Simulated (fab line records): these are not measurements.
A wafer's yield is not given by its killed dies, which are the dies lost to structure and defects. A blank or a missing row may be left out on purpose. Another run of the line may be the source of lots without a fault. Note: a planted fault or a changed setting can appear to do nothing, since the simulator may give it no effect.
The same fault as seen by 2 desks + flow gf180mcu + what lay behind the numbers comes last; until then each desk has only its own

## THE METROLOGY DESK
Lot by lot, what the gauges showed, no matter which tool ran the lot: averages of those sampled wafers that carry a number. Any lot whose mean is over 4 standard deviations away from the usual mean is out of limits and marked OUT; that distance is given in the brackets.
Columns: A = M1_ALCU_THK at GF_M1_THK_MEAS_06, usual 452 nm
| lot  | first seen here | A   |
|------|-----------------|-----|
| L201 | day 16 22:52    | 451 |
| L204 | day 17 15:41    | 458 |
| L205 | day 17 21:43    | 453 |
| L207 | day 18 20:58    | 447 |
| L208 | day 18 21:41    | 447 |
| L210 | day 19 09:08    | 471 |
| L211 | day 19 21:07    | 469 |
| L216 | day 21 23:10    | 450 |
| L218 | day 22 13:53    | 454 |
| L219 | day 23 03:41    | 459 |
| L221 | day 23 09:20    | 454 |
| L222 | day 23 22:49    | 452 |
This desk found nothing out of limits on any of the 12 lots.

## THE TOOL OWNER'S DESK: pvd_sputter-03
At GF_M1_SPUTTER_04 (material TiN, target thk 50 nm, time 41.7 s) the tool's own readings: per lot run on this tool, the mean of the sampled wafers that have a number. Any lot whose mean is over 4 standard deviations away from the usual mean is out of limits and marked OUT; that distance is given in the brackets.
Columns: A = throttle_valve_pct at GF_M1_SPUTTER_04, usual 30.6 %
| lot  | first seen here | A    |
|------|-----------------|------|
| L204 | day 17 15:31    | 30.7 |
| L207 | day 18 20:48    | 30.5 |
| L210 | day 19 08:58    | 30.7 |
| L211 | day 19 20:57    | 31.0 |
| L219 | day 23 03:32    | 30.6 |
| L222 | day 23 22:39    | 30.5 |
This desk found nothing out of limits on any of the 6 lots.

## BROUGHT TOGETHER
At the metrology desk, nothing out of limits was observed.
The tool owner's desk saw nothing out of limits.

## WHAT THE SIMULATOR HAD PUT IN
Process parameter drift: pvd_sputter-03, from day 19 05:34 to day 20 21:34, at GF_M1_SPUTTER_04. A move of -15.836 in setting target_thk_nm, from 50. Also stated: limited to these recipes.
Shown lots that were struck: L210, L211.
